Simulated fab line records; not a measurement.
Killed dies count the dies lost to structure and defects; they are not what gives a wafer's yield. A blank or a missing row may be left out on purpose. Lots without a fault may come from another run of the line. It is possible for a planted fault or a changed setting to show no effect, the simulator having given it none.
Which tool is to blame? + flow sky130 + 14 lots with 42 wafers sampled at 3 steps, on a route of 708 steps

== WHAT THE GAUGES SHOWED, per wafer ==
SKY_CONTACT_THK_MEAS_26: measures by xrf. Usual: CONTACT_W_THK typically reads 325 nm, with standard deviation 4.
| lot  | measured     | on           | CONTACT_W_THK (nm) | flag |
|------|--------------|--------------|--------------------|------|
| L968 | day 31 23:26 | filmMetro-02 | 322 323 318        |      |
| L969 | day 32 05:44 | filmMetro-03 | 329 326 325        |      |
| L970 | day 32 10:11 | filmMetro-02 | 322 325 324        |      |
| L972 | day 33 05:29 | filmMetro-04 | 329 327 328        |      |
| L973 | day 33 11:58 | filmMetro-03 | 324 323 326        |      |
| L974 | day 33 16:38 | filmMetro-02 | 321 316 322        |      |
| L975 | day 34 01:06 | filmMetro-03 | 325 322 326        |      |
| L977 | day 34 18:01 | filmMetro-02 | 328 327 323        |      |
| L979 | day 35 16:42 | filmMetro-03 | 326 318 320        |      |
| L980 | day 35 17:21 | filmMetro-04 | 329 330 327        |      |
| L981 | day 36 00:14 | filmMetro-04 | 327 326 325        |      |
| L982 | day 36 09:51 | filmMetro-02 | 324 324 323        |      |
| L986 | day 37 14:11 | filmMetro-03 | 327 322 324        |      |
| L991 | day 38 17:43 | filmMetro-04 | 323 323 322        |      |

SKY_METAL1_CD_MEAS_15: target cd 140 nm. Usual: cdNm at 140.8 nm, with a standard deviation of 1.8.
| lot  | measured     | on       | cdNm (nm)         | flag |
|------|--------------|----------|-------------------|------|
| L968 | day 33 03:16 | cdSem-02 | 140.5 139.1 138.6 |      |
| L969 | day 33 09:36 | cdSem-01 | 140.2 139.4 139.3 |      |
| L970 | day 33 13:37 | cdSem-01 | 140.0 139.1 140.7 |      |
| L972 | day 34 08:57 | cdSem-01 | 139.7 139.5 140.0 |      |
| L973 | day 34 15:20 | cdSem-02 | 139.9 140.0 139.7 |      |
| L974 | day 34 19:49 | cdSem-02 | 143.9 143.3 143.3 |      |
| L975 | day 35 04:23 | cdSem-01 | 140.6 139.5 140.7 |      |
| L977 | day 35 20:12 | cdSem-01 | 142.2 141.6 143.0 |      |
| L979 | day 36 19:01 | cdSem-02 | 142.1 142.8 142.1 |      |
| L980 | day 36 19:29 | cdSem-02 | 139.7 138.0 138.8 |      |
| L981 | day 37 02:53 | cdSem-01 | 140.9 141.7 141.9 |      |
| L982 | day 37 12:29 | cdSem-01 | 139.4 137.9 138.5 |      |
| L986 | day 38 16:33 | cdSem-02 | 143.3 141.8 143.0 |      |
| L991 | day 39 19:46 | cdSem-01 | 140.9 139.9 140.0 |      |

== WHAT TOOL EACH LOT RAN ON (gives the tool, then ch and the chambers of the sampled wafers, and finally the start) ==
| lot  | SKY_METAL1_SPUTTER_01       |
|------|-----------------------------|
| L968 | pvdSputter-03, day 31 23:48 |
| L969 | pvdSputter-03, day 32 06:06 |
| L970 | pvdSputter-03, day 32 10:34 |
| L972 | pvdSputter-03, day 33 05:52 |
| L973 | pvdSputter-03, day 33 12:20 |
| L974 | pvdSputter-03, day 33 16:59 |
| L975 | pvdSputter-01, day 34 01:28 |
| L977 | pvdSputter-02, day 34 18:24 |
| L979 | pvdSputter-03, day 35 17:05 |
| L980 | pvdSputter-02, day 35 17:43 |
| L981 | pvdSputter-02, day 36 00:36 |
| L982 | pvdSputter-01, day 36 10:13 |
| L986 | pvdSputter-01, day 37 14:34 |
| L991 | pvdSputter-01, day 38 18:17 |
- SKY_METAL1_SPUTTER_01: material TiN, target thk 20 nm, time 16.7 s.

== WHAT THE TOOLS THEMSELVES READ (means of the sampled wafers that have a number; where no wafer has one, the mark that the record gives instead) ==
SKY_METAL1_SPUTTER_01. Usual: chamberPressurePa 0.4001 Pa, standard deviation 0.00083; throttleValvePct 30.5 %, standard deviation 1.1.
| lot  | tool          | chamberPressurePa (Pa) | throttleValvePct (%) | flag |
|------|---------------|------------------------|----------------------|------|
| L968 | pvdSputter-03 | 0.4000                 | 30.9                 |      |
| L969 | pvdSputter-03 | 0.4007                 | 31.8                 |      |
| L970 | pvdSputter-03 | 0.4002                 | 30.3                 |      |
| L972 | pvdSputter-03 | 0.3997                 | 29.9                 |      |
| L973 | pvdSputter-03 | 0.4006                 | 31.3                 |      |
| L974 | pvdSputter-03 | 0.3999                 | 32.0                 |      |
| L975 | pvdSputter-01 | 0.4005                 | 29.1                 |      |
| L977 | pvdSputter-02 | 0.4004                 | 30.6                 |      |
| L979 | pvdSputter-03 | 0.3996                 | 30.7                 |      |
| L980 | pvdSputter-02 | 0.4002                 | 30.7                 |      |
| L981 | pvdSputter-02 | 0.4000                 | 30.2                 |      |
| L982 | pvdSputter-01 | 0.4000                 | 29.5                 |      |
| L986 | pvdSputter-01 | 0.3998                 | 30.2                 |      |
| L991 | pvdSputter-01 | 0.3999                 | 30.6                 |      |

== THE ANSWER, worked out from the rows above alone ==
Rule: lot off if the mean of its wafers having a number is beyond 3 standard deviations from the usual mean. Also off: a lot with no number at a reading for which 4 or more lots have one. Any other lot the step has rows for is counted as sound. First the gauges in route order, then the tools' own readings, where a lot's mean is used as printed above. The first step at which some lot is off is used, and at that step the reading that is off furthest; a lot without a number counts as furthest.
Nothing can be told from this: no lot is off at any reading shown.

== WHAT THE SIMULATOR PUT IN ==
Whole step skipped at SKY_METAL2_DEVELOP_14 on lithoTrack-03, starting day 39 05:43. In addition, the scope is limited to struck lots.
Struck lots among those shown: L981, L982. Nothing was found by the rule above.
